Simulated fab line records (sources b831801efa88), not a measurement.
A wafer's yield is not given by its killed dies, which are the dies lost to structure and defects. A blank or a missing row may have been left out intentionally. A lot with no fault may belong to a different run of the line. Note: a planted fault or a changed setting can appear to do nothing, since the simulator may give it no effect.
Which tool is to blame? :: flow sky130 :: 6 lots, 18 wafers sampled, at 2 steps of a route of 708

WHAT EACH GAUGE READ, for each wafer
SKY_SD_N_RS_MEAS_16: uses a four-point probe to measure.
lot: L685
measured: day 30 07:07
on: film-metro-01
SD_N_RS (ohm/sq): 68.39 68.55 68.65

lot: L687
measured: day 30 19:26
on: film-metro-04
SD_N_RS (ohm/sq): 68.54 68.71 68.48

lot: L690
measured: day 31 17:23
on: film-metro-04
SD_N_RS (ohm/sq): 68.46 68.55 68.54

lot: L692
measured: day 32 12:02
on: film-metro-01
SD_N_RS (ohm/sq): 68.86 68.72 68.64

lot: L694
measured: day 33 03:34
on: film-metro-01
SD_N_RS (ohm/sq): 68.67 68.72 68.56

lot: L702
measured: day 35 20:20
on: film-metro-01
SD_N_RS (ohm/sq): 71.75 71.73 71.74

TOOL THAT RAN EACH LOT (tool first, then ch and the chambers of the sampled wafers, then the start)
lot: L685
SKY_SD_N_RTA_14: rtp-anneal-01 ch 0, day 30 06:56

lot: L687
SKY_SD_N_RTA_14: rtp-anneal-01 ch 0, day 30 19:16

lot: L690
SKY_SD_N_RTA_14: rtp-anneal-02 ch 0, day 31 17:13

lot: L692
SKY_SD_N_RTA_14: rtp-anneal-02 ch 0, day 32 11:52

lot: L694
SKY_SD_N_RTA_14: rtp-anneal-02 ch 0, day 33 03:22

lot: L702
SKY_SD_N_RTA_14: rtp-anneal-02 ch 0, day 35 20:10
- SKY_SD_N_RTA_14: time 2 s.

THE ANSWER, worked out from the rows above alone
Rule: the usual values come from the lots themselves. Put in order of their means at a reading, lots are off if they are a third of the lots or fewer, leave a main group of 4 or more, and stand apart from it by a gap of 3 or more times the standard deviation of the main group's means; of several such gaps the widest counts. A main group whose means are all the same, to the digits that the tables above print for the reading, isn't used. A lot without any number at a reading at which 4 lots or more have one is off too. Any other lot the step has rows for is counted as sound.
Off: L702, seen at SKY_SD_N_RS_MEAS_16 (SD_N_RS). Main group: mean 68.60 ohm/sq, sd 0.083.
If a tool, at a process step before that reading, ran all the lots that are off and no sound lot after the first of them, it fits. Gauges at SKY_SD_N_RS_MEAS_16: tried the same way as those tools. Undecided on this evidence; 2 tools fit (rtp-anneal-02 at SKY_SD_N_RTA_14, film-metro-01 at SKY_SD_N_RS_MEAS_16).

WHAT THE SIMULATOR PUT IN
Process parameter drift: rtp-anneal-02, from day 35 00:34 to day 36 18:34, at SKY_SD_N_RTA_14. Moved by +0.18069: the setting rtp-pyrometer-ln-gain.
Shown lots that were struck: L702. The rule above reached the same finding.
